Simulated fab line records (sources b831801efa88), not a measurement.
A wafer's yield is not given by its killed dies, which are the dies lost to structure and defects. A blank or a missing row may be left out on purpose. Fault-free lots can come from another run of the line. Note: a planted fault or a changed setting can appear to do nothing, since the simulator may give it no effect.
fab line records || flow sky130
[record] {"lots": 5, "wafers": 15, "last-day": 50}
route steps=708 shown VIA3@588 METAL4@598 CAP2M@603 PAD_OPEN@708
lots with no fault: from the same line, run without faults
start-h: start of the lot's first displayed wafer, in hours after the record's first day || wait-h: how many hours have passed since the lot's step before this one || " same as the row above || L1.1+2: a single row standing in for several wafers || - no value, or no start given || * or withheld: withheld || < > ~ a bound
route shown NAME@n: names a module that has steps shown in the file, with the first one's number in the route || usual: mean/standard deviation of fault-free wafers || same: alike in all rows || chamber/n: place in a boat || sites: the reading at each site || _std_site: standard deviation across them || _edge_site: mean of outer sites minus mean of inner sites || radius-mm: for every site, how far away it sits from the centre of the wafer || mask NAME#n: copy n || behind: the most recent tool/chamber to have shaped the wafer || hold: cause of the lot's hold/its duration in hours/its outcome || device: whichever transistor did not switch (one of n, p or np) || end of line: tests run on the same wafers once the route is complete || a step without rows: its recipe alone || killed: not the wafer's yield, but the dies lost to structure and defects at the first sort || map: a wafer's dies, marking killed ones x, the rest . and places with no die _
set.NAME: the run value of the setting; set.NAME@STEP: its run value at that earlier step || model.NAME: the simulator's own value behind a step, which no gauge read
lots at selected steps of the route; one table per step, one row per wafer
services: a tool's chamber out of use, with start hour (start-h, from the record's first day; less than 0 if before it), hours out, and reason
[[steps]]
[step SKY_VIA3_ETCH_15]
[recipe] {"target": "SiO2", "chemistry": "C4F8/O2/Ar", "target-depth-nm": 507, "stop-on": "TiN", "mask-material": "KrF-thick", "source-w": 1500, "bias-w": 1200, "pressure-mtorr": 40, "c4f8-flow-sccm": "withheld", "O2_flow_sccm": 6, "Ar_flow_sccm": 300, "time-s": 78}
[step SKY_VIA3_STRIP_16]
[recipe] {"chemistry": "O2/N2", "power-w": 1400, "pressure-mtorr": 1500, "platen-temp-c": "withheld", "o2-flow-sccm": 3000, "n2-flow-sccm": 300, "overash-fraction": 0.5}
[step SKY_VIA3_STRIP_17]
[recipe] {"chemistry": "post-etch-residue-remover", "time-s": 1200, "temp-c": 72.5}
[step SKY_VIA3_CLEAN_18]
[recipe] {"chemistry": "IPA", "time-s": 180, "temp-c": 25}
[step SKY_VIA3_CLEAN_19]
[recipe] {"chemistry": "O3/DIW", "dry": "n2-spin"}
[step SKY_VIA3_SPUTTER_20]
[recipe] {"material": "TiN", "target-thk-nm": 20, "chamber-pressure-pa": 5, "power-w": 4000, "time-s": 80}
[step SKY_VIA3_CVD_21]
[recipe] {"material": "W", "target-thk-nm": 390, "time-s": 117.31, "temp-c": 400, "pressure-torr": 40}
[step SKY_VIA3_CMP_24]
[recipe] {"stop-on": "SiO2", "t-overpolish-s": 20, "down-force-psi": 3.5, "platen-rpm": 60, "target-thk-nm": 0, "pad-velocity-m-s": 0.94248}
[step SKY_METAL4_SPUTTER_00]
[recipe] {"material": "Ti", "target-thk-nm": 15, "power-w": 3000, "time-s": 10, "chamber-pressure-pa": 0.4}
[step SKY_METAL4_SPUTTER_01]
[recipe] {"material": "TiN", "target-thk-nm": 20, "power-w": 6500, "time-s": 16.7, "chamber-pressure-pa": 0.4}
[step SKY_METAL4_SPUTTER_02]
[recipe] {"material": "AlCu", "target-thk-nm": 735, "power-w": 10600, "time-s": 39.1, "chamber-pressure-pa": 0.4}
[usual] {"chamber-pressure-pa": "0.4000/0.00079", "throttle-valve-pct": "30.5/0.74"}
{"lot.wafer": "L375.2", "tool": "pvd-sputter-02", "chamber": "-", "start-h": 1009.41, "wait-h": 0.0, "chamber-pressure-pa": 0.4006, "throttle-valve-pct": 30.0, "model.AlCu_of_METAL4_SPUTTER_02.thk-nm": 731.1}
{"lot.wafer": "L375.3", "tool": "pvd-sputter-02", "chamber": "-", "start-h": 1009.41, "wait-h": 0.0, "chamber-pressure-pa": 0.3993, "throttle-valve-pct": 29.8, "model.AlCu_of_METAL4_SPUTTER_02.thk-nm": 806.4}
{"lot.wafer": "L375.5", "tool": "pvd-sputter-02", "chamber": "-", "start-h": 1009.41, "wait-h": 0.0, "chamber-pressure-pa": 0.3992, "throttle-valve-pct": 29.9, "model.AlCu_of_METAL4_SPUTTER_02.thk-nm": 722}
{"lot.wafer": "L377.1", "tool": "pvd-sputter-02", "chamber": "-", "start-h": 1027.20, "wait-h": 0.0, "chamber-pressure-pa": 0.4011, "throttle-valve-pct": 29.2, "model.AlCu_of_METAL4_SPUTTER_02.thk-nm": 820}
{"lot.wafer": "L377.2", "tool": "pvd-sputter-02", "chamber": "-", "start-h": 1027.20, "wait-h": 0.0, "chamber-pressure-pa": 0.3989, "throttle-valve-pct": 31.4, "model.AlCu_of_METAL4_SPUTTER_02.thk-nm": 726.8}
{"lot.wafer": "L377.3", "tool": "pvd-sputter-02", "chamber": "-", "start-h": 1027.20, "wait-h": 0.0, "chamber-pressure-pa": 0.3996, "throttle-valve-pct": 30.1, "model.AlCu_of_METAL4_SPUTTER_02.thk-nm": 814.1}
{"lot.wafer": "L378.1", "tool": "pvd-sputter-02", "chamber": "-", "start-h": 1029.58, "wait-h": 0.0, "chamber-pressure-pa": 0.3990, "throttle-valve-pct": 29.4, "model.AlCu_of_METAL4_SPUTTER_02.thk-nm": 819}
{"lot.wafer": "L378.4", "tool": "pvd-sputter-02", "chamber": "-", "start-h": 1029.58, "wait-h": 0.0, "chamber-pressure-pa": 0.3979, "throttle-valve-pct": 29.9, "model.AlCu_of_METAL4_SPUTTER_02.thk-nm": 718}
{"lot.wafer": "L378.5", "tool": "pvd-sputter-02", "chamber": "-", "start-h": 1029.58, "wait-h": 0.0, "chamber-pressure-pa": 0.3984, "throttle-valve-pct": 29.8, "model.AlCu_of_METAL4_SPUTTER_02.thk-nm": 719.1}
{"lot.wafer": "L385.1", "tool": "pvd-sputter-03", "chamber": "-", "start-h": 1075.21, "wait-h": 0.0, "chamber-pressure-pa": 0.4000, "throttle-valve-pct": 30.6, "model.AlCu_of_METAL4_SPUTTER_02.thk-nm": 728}
{"lot.wafer": "L385.4", "tool": "pvd-sputter-03", "chamber": "-", "start-h": 1075.21, "wait-h": 0.0, "chamber-pressure-pa": 0.3994, "throttle-valve-pct": 30.6, "model.AlCu_of_METAL4_SPUTTER_02.thk-nm": 727.2}
{"lot.wafer": "L385.5", "tool": "pvd-sputter-03", "chamber": "-", "start-h": 1075.21, "wait-h": 0.0, "chamber-pressure-pa": 0.4005, "throttle-valve-pct": 30.8, "model.AlCu_of_METAL4_SPUTTER_02.thk-nm": 738.1}
{"lot.wafer": "L386.1", "tool": "pvd-sputter-02", "chamber": "-", "start-h": 1082.92, "wait-h": 0.0, "chamber-pressure-pa": 0.4006, "throttle-valve-pct": 29.6, "model.AlCu_of_METAL4_SPUTTER_02.thk-nm": 749.2}
{"lot.wafer": "L386.3", "tool": "pvd-sputter-02", "chamber": "-", "start-h": 1082.92, "wait-h": 0.0, "chamber-pressure-pa": 0.3998, "throttle-valve-pct": 29.8, "model.AlCu_of_METAL4_SPUTTER_02.thk-nm": 729.9}
{"lot.wafer": "L386.5", "tool": "pvd-sputter-02", "chamber": "-", "start-h": 1082.92, "wait-h": 0.0, "chamber-pressure-pa": 0.4006, "throttle-valve-pct": 29.9, "model.AlCu_of_METAL4_SPUTTER_02.thk-nm": 742.8}
[step SKY_METAL4_SPUTTER_03]
[recipe] {"material": "Ti", "target-thk-nm": 5, "power-w": 3000, "time-s": 3.3, "chamber-pressure-pa": 0.4}
[step SKY_METAL4_SPUTTER_04]
[recipe] {"material": "TiN", "target-thk-nm": 70, "power-w": 6500, "time-s": 58.3, "chamber-pressure-pa": 0.4}
[step SKY_CAP2M_CVD_00]
[recipe] {"material": "SiO2", "target-thk-nm": 15.5, "temp-c": 400, "time-s": "withheld", "rf-w": 450}
[step SKY_CAP2M_SPUTTER_02]
[recipe] {"material": "TiN", "target-thk-nm": 200, "temp-c": 300, "power-w": 6500, "time-s": 166.7, "chamber-pressure-pa": 0.4}
[step SKY_CAP2M_DEHYDRATE_05]
[recipe] {"temp-c": 200, "time-s": 60}
[step SKY_CAP2M_HMDS_06]
[recipe] {"prime-time-s": 60, "prime-temp-c": 120}
[step SKY_CAP2M_COAT_07]
[recipe] {"resist": "NOVOLAK", "spin-rpm": 3000, "resist-thk-nm": 1140}
[step SKY_CAP2M_SOFTBAKE_08]
[recipe] {"temp-c": 90, "time-s": 60, "resist": "NOVOLAK"}
[step SKY_CAP2M_EXPOSE_09]
[recipe] {"mask-id": "CAP2M", "na": 0.6, "source-shape": "conventional", "sigma-outer": 0.6, "polarization": "unpolarized", "target-cd-nm": 1000, "dose-mj": 159}
[step SKY_CAP2M_PEB_10]
[recipe] {"temp-c": "withheld", "time-s": "*", "resist": "NOVOLAK"}
[step SKY_CAP2M_DEVELOP_11]
[recipe] {"resist": "NOVOLAK", "developer": "TMAH", "develop-time-s": 60, "dev-temp-c": 23}
[step SKY_CAP2M_METAL_ETCH_13]
[recipe] {"target-depth-nm": 220, "stop-on": "SiO2", "chemistry": "Cl2/BCl3", "target": "TiN", "pressure-mtorr": 10, "icp-w": 900, "bias-w": 48.5, "Cl2_flow_sccm": 60, "bcl3-flow-sccm": 30, "time-s": 62.9}
[step SKY_CAP2M_STRIP_14]
[recipe] {"chemistry": "O2/N2", "power-w": 1400, "pressure-mtorr": 1500, "platen-temp-c": "withheld", "o2-flow-sccm": 3000, "n2-flow-sccm": 300, "overash-fraction": 0.5}
[step SKY_CAP2M_STRIP_15]
[recipe] {"chemistry": "post-etch-residue-remover", "time-s": 1200, "temp-c": 72.5}
[step SKY_CAP2M_CLEAN_16]
[recipe] {"chemistry": "IPA", "time-s": 180, "temp-c": 25}
[step SKY_CAP2M_CLEAN_17]
[recipe] {"chemistry": "O3/DIW", "dry": "n2-spin"}
[step SKY_METAL4_DEHYDRATE_05]
[recipe] {"temp-c": 200, "time-s": 60}
[step SKY_METAL4_HMDS_06]
[recipe] {"prime-time-s": 60, "prime-temp-c": 120}
[step SKY_METAL4_COAT_07]
[recipe] {"resist": "BARC", "temp-c": "withheld", "time-s": "withheld", "spin-rpm": 3000, "resist-thk-nm": 60}
[step SKY_METAL4_COAT_08]
[recipe] {"resist": "KrF-thick", "spin-rpm": 3000, "resist-thk-nm": 1140}
[step SKY_METAL4_SOFTBAKE_09]
[recipe] {"temp-c": 100, "time-s": 90, "resist": "KrF-thick"}
[step SKY_METAL4_EXPOSE_10]
[recipe] {"mask-id": "MM4", "na": 0.68, "source-shape": "annular", "sigma-inner": 0.4, "sigma-outer": 0.8, "target-cd-nm": 300, "dose-mj": 28}
[step SKY_METAL4_PEB_11]
[recipe] {"peb-temp-c": "withheld", "peb-time-s": "withheld", "resist": "KrF-thick"}
[step SKY_METAL4_DEVELOP_12]
[recipe] {"develop-time-s": 60, "resist": "KrF-thick", "dev-temp-c": 21}
[step SKY_METAL4_METAL_ETCH_18]
[recipe] {"target-depth-a": 8450, "stop-on": "SiO2", "over-etch-frac": 0.3, "time-s": 183.1, "chemistry": "Cl2/BCl3", "resist-sidewall-deg": 88, "pressure-mtorr": 10, "icp-w": 900, "bias-w": 48.5, "Cl2_flow_sccm": 60, "bcl3-flow-sccm": 30}
[usual] {"chamber-pressure-mTorr": "10.002/0.0091", "drypump-motor-current-A": "5.78/0.28", "oes-product-au": "0.865/0.0071", "throttle-valve-pct": "22.265/0.0087"}
[same] {"over-etch-frac": 0.3}
{"lot.wafer": "L375.2", "tool": "rie-metal-02", "chamber": 1, "start-h": 1055.95, "wait-h": 0.0, "chamber-pressure-mTorr": 9.993, "drypump-motor-current-A": 6.17, "oes-product-au": 0.864, "rf-hours-counter-h": 21, "throttle-valve-pct": 22.268}
{"lot.wafer": "L375.3", "tool": "rie-metal-02", "chamber": 1, "start-h": 1055.95, "wait-h": 0.0, "chamber-pressure-mTorr": 10.006, "drypump-motor-current-A": 6.15, "oes-product-au": 0.911, "rf-hours-counter-h": "-", "throttle-valve-pct": 22.260}
{"lot.wafer": "L375.5", "tool": "rie-metal-02", "chamber": 0, "start-h": 1055.95, "wait-h": 0.0, "chamber-pressure-mTorr": 10.006, "drypump-motor-current-A": 6.08, "oes-product-au": 0.863, "rf-hours-counter-h": "-", "throttle-valve-pct": 22.269}
{"lot.wafer": "L377.1", "tool": "rie-metal-03", "chamber": 1, "start-h": 1071.44, "wait-h": 0.0, "chamber-pressure-mTorr": 10.004, "drypump-motor-current-A": 5.60, "oes-product-au": 0.913, "rf-hours-counter-h": 13, "throttle-valve-pct": 22.270}
{"lot.wafer": "L377.2", "tool": "rie-metal-03", "chamber": 0, "start-h": 1071.44, "wait-h": 0.0, "chamber-pressure-mTorr": 10.015, "drypump-motor-current-A": 5.75, "oes-product-au": 0.856, "rf-hours-counter-h": 22, "throttle-valve-pct": 22.289}
{"lot.wafer": "L377.3", "tool": "rie-metal-03", "chamber": 1, "start-h": 1071.44, "wait-h": 0.0, "chamber-pressure-mTorr": 10.006, "drypump-motor-current-A": 5.57, "oes-product-au": 0.919, "rf-hours-counter-h": "-", "throttle-valve-pct": 22.279}
{"lot.wafer": "L378.1", "tool": "rie-metal-03", "chamber": 1, "start-h": 1074.65, "wait-h": 0.0, "chamber-pressure-mTorr": 10.001, "drypump-motor-current-A": 5.65, "oes-product-au": 0.916, "rf-hours-counter-h": 14, "throttle-valve-pct": 22.269}
{"lot.wafer": "L378.4", "tool": "rie-metal-03", "chamber": 1, "start-h": 1074.65, "wait-h": 0.0, "chamber-pressure-mTorr": 10.000, "drypump-motor-current-A": 5.66, "oes-product-au": 0.862, "rf-hours-counter-h": "-", "throttle-valve-pct": 22.277}
{"lot.wafer": "L378.5", "tool": "rie-metal-03", "chamber": 0, "start-h": 1074.65, "wait-h": 0.0, "chamber-pressure-mTorr": 9.983, "drypump-motor-current-A": 5.80, "oes-product-au": 0.857, "rf-hours-counter-h": "-", "throttle-valve-pct": 22.259}
{"lot.wafer": "L385.1", "tool": "rie-metal-03", "chamber": 1, "start-h": 1117.10, "wait-h": 0.0, "chamber-pressure-mTorr": 9.997, "drypump-motor-current-A": 5.60, "oes-product-au": 0.857, "rf-hours-counter-h": 17, "throttle-valve-pct": 22.257}
{"lot.wafer": "L385.4", "tool": "rie-metal-03", "chamber": 1, "start-h": 1117.10, "wait-h": 0.0, "chamber-pressure-mTorr": 10.005, "drypump-motor-current-A": 5.61, "oes-product-au": 0.860, "rf-hours-counter-h": "-", "throttle-valve-pct": 22.265}
{"lot.wafer": "L385.5", "tool": "rie-metal-03", "chamber": 1, "start-h": 1117.10, "wait-h": 0.0, "chamber-pressure-mTorr": 10.008, "drypump-motor-current-A": 5.63, "oes-product-au": 0.866, "rf-hours-counter-h": "-", "throttle-valve-pct": 22.264}
{"lot.wafer": "L386.1", "tool": "rie-metal-02", "chamber": 0, "start-h": 1125.24, "wait-h": 0.0, "chamber-pressure-mTorr": 9.999, "drypump-motor-current-A": 6.11, "oes-product-au": 0.871, "rf-hours-counter-h": 12, "throttle-valve-pct": 22.257}
{"lot.wafer": "L386.3", "tool": "rie-metal-02", "chamber": 0, "start-h": 1125.24, "wait-h": 0.0, "chamber-pressure-mTorr": 10.003, "drypump-motor-current-A": 6.10, "oes-product-au": 0.860, "rf-hours-counter-h": "-", "throttle-valve-pct": 22.280}
{"lot.wafer": "L386.5", "tool": "rie-metal-02", "chamber": 1, "start-h": 1125.24, "wait-h": 0.0, "chamber-pressure-mTorr": 10.006, "drypump-motor-current-A": 6.17, "oes-product-au": 0.874, "rf-hours-counter-h": "-", "throttle-valve-pct": 22.267}
[step SKY_PAD_OPEN_PROBE_99]
[usual] {"defect-limited-yield": "82.3/1.9", "killed_at_M0_to_M3": "45/6.6", "killed_at_M4_up": "3.1/1.6", "killed-at-contacts": "24/5", "killed-at-front-end": "14/4.4", "killed-at-other": "0.3/0.58", "killed-dies": "87/9.2", "killed-open": "47/6.7", "killed-short": "40/6.4"}
[same] {"gross-dies": 492, "killed-at-back-side": 0}
{"lot.wafer": "L375.2", "tool": "prober-01", "chamber": "-", "start-h": 1142.82, "wait-h": 0.1, "defect-limited-yield[%]": 81.9, "killed_at_M0_to_M3": 42, "killed_at_M4_up": 5, "killed-at-contacts": 27, "killed-at-front-end": 15, "killed-at-other": 0, "killed-dies": 89, "killed-open": 45, "killed-short": 44, "model.etest.met4.line-ohm-um": 0.1452, "model.etest.met4.rs-ohm-sq": 0.04291}
{"lot.wafer": "L375.3", "tool": "prober-01", "chamber": "-", "start-h": 1142.87, "wait-h": 0.2, "defect-limited-yield[%]": 82.9, "killed_at_M0_to_M3": 42, "killed_at_M4_up": 3, "killed-at-contacts": 32, "killed-at-front-end": 7, "killed-at-other": 0, "killed-dies": 84, "killed-open": 43, "killed-short": 41, "model.etest.met4.line-ohm-um": 0.1307, "model.etest.met4.rs-ohm-sq": 0.03856}
{"lot.wafer": "L375.5", "tool": "prober-01", "chamber": "-", "start-h": 1142.97, "wait-h": 0.2, "defect-limited-yield[%]": 81.1, "killed_at_M0_to_M3": 46, "killed_at_M4_up": 5, "killed-at-contacts": 30, "killed-at-front-end": 12, "killed-at-other": 0, "killed-dies": 93, "killed-open": 58, "killed-short": 35, "model.etest.met4.line-ohm-um": 0.1467, "model.etest.met4.rs-ohm-sq": 0.04328}
{"lot.wafer": "L377.1", "tool": "prober-01", "chamber": "-", "start-h": 1154.91, "wait-h": 0.1, "defect-limited-yield[%]": 79.7, "killed_at_M0_to_M3": 50, "killed_at_M4_up": 2, "killed-at-contacts": 24, "killed-at-front-end": 24, "killed-at-other": 0, "killed-dies": 100, "killed-open": 49, "killed-short": 51, "model.etest.met4.line-ohm-um": 0.1255, "model.etest.met4.rs-ohm-sq": 0.03815}
{"lot.wafer": "L377.2", "tool": "prober-01", "chamber": "-", "start-h": 1154.96, "wait-h": 0.1, "defect-limited-yield[%]": 78.0, "killed_at_M0_to_M3": 60, "killed_at_M4_up": 2, "killed-at-contacts": 32, "killed-at-front-end": 14, "killed-at-other": 0, "killed-dies": 108, "killed-open": 56, "killed-short": 52, "model.etest.met4.line-ohm-um": 0.1436, "model.etest.met4.rs-ohm-sq": 0.04295}
{"lot.wafer": "L377.3", "tool": "prober-01", "chamber": "-", "start-h": 1155.01, "wait-h": 0.2, "defect-limited-yield[%]": 80.1, "killed_at_M0_to_M3": 45, "killed_at_M4_up": 4, "killed-at-contacts": 28, "killed-at-front-end": 21, "killed-at-other": 0, "killed-dies": 98, "killed-open": 60, "killed-short": 38, "model.etest.met4.line-ohm-um": 0.1269, "model.etest.met4.rs-ohm-sq": 0.03852}
{"lot.wafer": "L378.1", "tool": "prober-02", "chamber": "-", "start-h": 1157.11, "wait-h": 0.1, "defect-limited-yield[%]": 85.2, "killed_at_M0_to_M3": 34, "killed_at_M4_up": 3, "killed-at-contacts": 25, "killed-at-front-end": 11, "killed-at-other": 0, "killed-dies": 73, "killed-open": 37, "killed-short": 36, "model.etest.met4.line-ohm-um": 0.1225, "model.etest.met4.rs-ohm-sq": 0.03792}
{"lot.wafer": "L378.4", "tool": "prober-02", "chamber": "-", "start-h": 1157.26, "wait-h": 0.2, "defect-limited-yield[%]": 80.7, "killed_at_M0_to_M3": 41, "killed_at_M4_up": 5, "killed-at-contacts": 21, "killed-at-front-end": 28, "killed-at-other": 0, "killed-dies": 95, "killed-open": 58, "killed-short": 37, "model.etest.met4.line-ohm-um": 0.1443, "model.etest.met4.rs-ohm-sq": 0.04403}
{"lot.wafer": "L378.5", "tool": "prober-02", "chamber": "-", "start-h": 1157.31, "wait-h": 0.2, "defect-limited-yield[%]": 79.5, "killed_at_M0_to_M3": 50, "killed_at_M4_up": 6, "killed-at-contacts": 29, "killed-at-front-end": 14, "killed-at-other": 2, "killed-dies": 101, "killed-open": 53, "killed-short": 48, "model.etest.met4.line-ohm-um": 0.1414, "model.etest.met4.rs-ohm-sq": 0.04368}
{"lot.wafer": "L385.1", "tool": "prober-01", "chamber": "-", "start-h": 1193.60, "wait-h": 0.1, "defect-limited-yield[%]": 81.3, "killed_at_M0_to_M3": 47, "killed_at_M4_up": 2, "killed-at-contacts": 25, "killed-at-front-end": 17, "killed-at-other": 1, "killed-dies": 92, "killed-open": 50, "killed-short": 42, "model.etest.met4.line-ohm-um": 0.1439, "model.etest.met4.rs-ohm-sq": 0.04238}
{"lot.wafer": "L385.4", "tool": "prober-01", "chamber": "-", "start-h": 1193.75, "wait-h": 0.2, "defect-limited-yield[%]": 80.5, "killed_at_M0_to_M3": 50, "killed_at_M4_up": 1, "killed-at-contacts": 31, "killed-at-front-end": 14, "killed-at-other": 0, "killed-dies": 96, "killed-open": 49, "killed-short": 47, "model.etest.met4.line-ohm-um": 0.1441, "model.etest.met4.rs-ohm-sq": 0.04292}
{"lot.wafer": "L385.5", "tool": "prober-01", "chamber": "-", "start-h": 1193.80, "wait-h": 0.2, "defect-limited-yield[%]": 80.5, "killed_at_M0_to_M3": 44, "killed_at_M4_up": 5, "killed-at-contacts": 23, "killed-at-front-end": 24, "killed-at-other": 0, "killed-dies": 96, "killed-open": 52, "killed-short": 44, "model.etest.met4.line-ohm-um": 0.1391, "model.etest.met4.rs-ohm-sq": 0.04274}
{"lot.wafer": "L386.1", "tool": "prober-02", "chamber": "-", "start-h": 1200.70, "wait-h": 0.1, "defect-limited-yield[%]": 84.6, "killed_at_M0_to_M3": 39, "killed_at_M4_up": 2, "killed-at-contacts": 25, "killed-at-front-end": 7, "killed-at-other": 3, "killed-dies": 76, "killed-open": 37, "killed-short": 39, "model.etest.met4.line-ohm-um": 0.1432, "model.etest.met4.rs-ohm-sq": 0.04192}
{"lot.wafer": "L386.3", "tool": "prober-02", "chamber": "-", "start-h": 1200.80, "wait-h": 0.2, "defect-limited-yield[%]": 79.9, "killed_at_M0_to_M3": 55, "killed_at_M4_up": 3, "killed-at-contacts": 27, "killed-at-front-end": 14, "killed-at-other": 0, "killed-dies": 99, "killed-open": 55, "killed-short": 44, "model.etest.met4.line-ohm-um": 0.1469, "model.etest.met4.rs-ohm-sq": 0.04266}
{"lot.wafer": "L386.5", "tool": "prober-02", "chamber": "-", "start-h": 1200.90, "wait-h": 0.2, "defect-limited-yield[%]": 82.7, "killed_at_M0_to_M3": 48, "killed_at_M4_up": 2, "killed-at-contacts": 21, "killed-at-front-end": 14, "killed-at-other": 0, "killed-dies": 85, "killed-open": 44, "killed-short": 41, "model.etest.met4.line-ohm-um": 0.1426, "model.etest.met4.rs-ohm-sq": 0.04228}
// killed by level:class
L375.2 CONTACT:geometric-particle:open=10 VIA1:geometric-particle:open=10 LI_CONTACT:geometric-particle:open=9 METAL1:geometric-particle:short=8 FIELD_ISO:geometric-particle:short=5 METAL2:geometric-particle:short=5 VIA1:geometric-particle:short=5 LOCAL_INTERCONNECT:geometric-particle:short=4
L375.3 CONTACT:geometric-particle:open=12 VIA1:geometric-particle:open=9 LOCAL_INTERCONNECT:geometric-particle:short=6 LI_CONTACT:geometric-particle:short=5 METAL2:geometric-particle:short=5 VIA2:geometric-particle:short=5 VIA2:geometric-particle:open=5 CONTACT:geometric-particle:short=4
L375.5 CONTACT:geometric-particle:open=13 LI_CONTACT:geometric-particle:open=11 VIA1:geometric-particle:open=9 VIA3:geometric-particle:open=7 VIA2:geometric-particle:open=6 METAL4:geometric-particle:short=5 METAL2:geometric-particle:short=5 METAL3:geometric-particle:short=4
L377.1 CONTACT:geometric-particle:open=10 VIA1:geometric-particle:open=10 VIA1:geometric-particle:short=8 FIELD_ISO:geometric-particle:short=7 VIA3:geometric-particle:open=6 POLY_GATE:geometric-particle:open=5 METAL1:geometric-particle:short=5 VIA2:geometric-particle:open=5
L377.2 CONTACT:geometric-particle:open=15 VIA1:geometric-particle:open=12 VIA1:geometric-particle:short=8 METAL2:geometric-particle:short=8 METAL1:geometric-particle:short=7 VIA2:geometric-particle:open=7 LI_CONTACT:geometric-particle:open=6 LOCAL_INTERCONNECT:geometric-particle:short=6
L377.3 CONTACT:geometric-particle:open=12 FIELD_ISO:geometric-particle:open=9 LI_CONTACT:geometric-particle:open=9 VIA1:geometric-particle:open=9 VIA1:geometric-particle:short=6 METAL2:geometric-particle:short=6 VIA3:geometric-particle:open=5 VIA2:geometric-particle:open=5
L378.1 CONTACT:geometric-particle:open=9 VIA1:geometric-particle:open=8 LI_CONTACT:geometric-particle:open=7 METAL2:geometric-particle:short=6 CONTACT:geometric-particle:short=6 METAL1:geometric-particle:short=6 FIELD_ISO:geometric-particle:short=3 POLY_GATE:geometric-particle:short=3
L378.4 VIA1:geometric-particle:open=12 VIA3:geometric-particle:open=8 FIELD_ISO:geometric-particle:open=6 POLY_GATE:geometric-particle:short=6 POLY_GATE:geometric-particle:open=6 LI_CONTACT:geometric-particle:open=6 LOCAL_INTERCONNECT:geometric-particle:short=5 CONTACT:geometric-particle:open=5
L378.5 VIA1:geometric-particle:open=15 CONTACT:geometric-particle:open=10 CONTACT:geometric-particle:short=8 VIA2:geometric-particle:short=6 METAL1:geometric-particle:short=6 FIELD_ISO:geometric-particle:open=5 LI_CONTACT:geometric-particle:open=5 VIA2:geometric-particle:open=5
L385.1 VIA1:geometric-particle:open=14 CONTACT:geometric-particle:open=8 VIA3:geometric-particle:open=7 CONTACT:geometric-particle:short=6 FIELD_ISO:geometric-particle:open=5 LOCAL_INTERCONNECT:geometric-particle:short=5 FIELD_ISO:geometric-particle:short=4 LI_CONTACT:geometric-particle:open=4
L385.4 CONTACT:geometric-particle:open=12 VIA1:geometric-particle:open=8 VIA2:geometric-particle:open=7 VIA2:geometric-particle:short=6 LI_CONTACT:geometric-particle:open=6 METAL1:geometric-particle:short=6 LOCAL_INTERCONNECT:geometric-particle:short=6 VIA1:geometric-particle:short=6
L385.5 VIA3:geometric-particle:open=9 CONTACT:geometric-particle:short=9 FIELD_ISO:geometric-particle:open=8 VIA1:geometric-particle:open=8 CONTACT:geometric-particle:open=7 METAL1:geometric-particle:short=5 METAL2:geometric-particle:short=5 VIA2:geometric-particle:open=5
L386.1 LI_CONTACT:geometric-particle:open=10 VIA2:geometric-particle:open=9 METAL2:geometric-particle:short=8 VIA1:geometric-particle:open=8 METAL1:geometric-particle:short=7 CONTACT:geometric-particle:open=5 CONTACT:geometric-particle:short=4 LI_CONTACT:geometric-particle:short=3
L386.3 VIA2:geometric-particle:open=12 VIA1:geometric-particle:open=11 CONTACT:geometric-particle:open=10 CONTACT:geometric-particle:short=7 METAL1:geometric-particle:short=7 LI_CONTACT:geometric-particle:open=6 VIA1:geometric-particle:short=6 VIA3:geometric-particle:open=5
L386.5 VIA1:geometric-particle:open=12 VIA1:geometric-particle:short=8 CONTACT:geometric-particle:open=7 LI_CONTACT:geometric-particle:open=6 VIA2:geometric-particle:open=5 VIA2:geometric-particle:short=5 VIA3:geometric-particle:open=5 FIELD_ISO:geometric-particle:short=4
[[services]]
{"tool": "pvd-sputter-03", "chamber": "-", "start-h": 988.11, "hours": 1.3, "kind": "repair"}
{"tool": "rie-metal-03", "chamber": "-", "start-h": 1009.17, "hours": 1.4, "kind": "pm"}
{"tool": "rie-metal-03", "chamber": 1, "start-h": 1055.13, "hours": 14.6, "kind": "repair"}
{"tool": "rie-metal-03", "chamber": 0, "start-h": 1057.29, "hours": 2.8, "kind": "repair"}
{"tool": "pvd-sputter-03", "chamber": 1, "start-h": 1060.71, "hours": "-", "kind": "consumable-replace:kit"}
{"tool": "pvd-sputter-03", "chamber": 1, "start-h": 1060.71, "hours": 18.0, "kind": "scheduled-down"}
{"tool": "pvd-sputter-03", "chamber": 1, "start-h": 1060.71, "hours": 18.0, "kind": "vent-cycle"}
{"tool": "pvd-sputter-03", "chamber": "-", "start-h": 1080.38, "hours": 7.8, "kind": "repair"}
{"tool": "pvd-sputter-02", "chamber": 3, "start-h": 1083.19, "hours": "-", "kind": "consumable-replace:kit"}
{"tool": "pvd-sputter-02", "chamber": 3, "start-h": 1083.19, "hours": 18.0, "kind": "scheduled-down"}
{"tool": "pvd-sputter-02", "chamber": 3, "start-h": 1083.19, "hours": 18.0, "kind": "vent-cycle"}
{"tool": "rie-metal-03", "chamber": "-", "start-h": 1091.32, "hours": 0.6, "kind": "repair"}
{"tool": "rie-metal-02", "chamber": "-", "start-h": 1101.27, "hours": 2.8, "kind": "pm"}
[[key]]
[first-sign] {"step": "SKY_METAL4_METAL_ETCH_18", "reading": "oes-product-au", "direction": "up", "sigmas": 7, "usual": 0.865, "struck": 0.915}
effect none on later readings
[model-effect] {"step": "SKY_METAL4_SPUTTER_02", "value": "AlCu_of_METAL4_SPUTTER_02.thk-nm", "without": 724.4, "struck": 814.9}
[model-effect] {"step": "SKY_PAD_OPEN_PROBE_99", "value": "etest.met4.line-ohm-um", "without": 0.1424, "struck": 0.1264}
met-at SKY_METAL4_SPUTTER_02
struck-wafers L375.3,L377.1,L377.3,L378.1
[fault] {"kind": "process-parameter-drift", "tool": "pvd-sputter-02", "chamber": "-", "onset-h": 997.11, "steps": "SKY_METAL4_SPUTTER_02", "channel": "time-s", "offset": "*", "shape": "step", "end-h": 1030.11, "scope": "struck-wafers-only", "acts-in": "*", "stated": "*"}
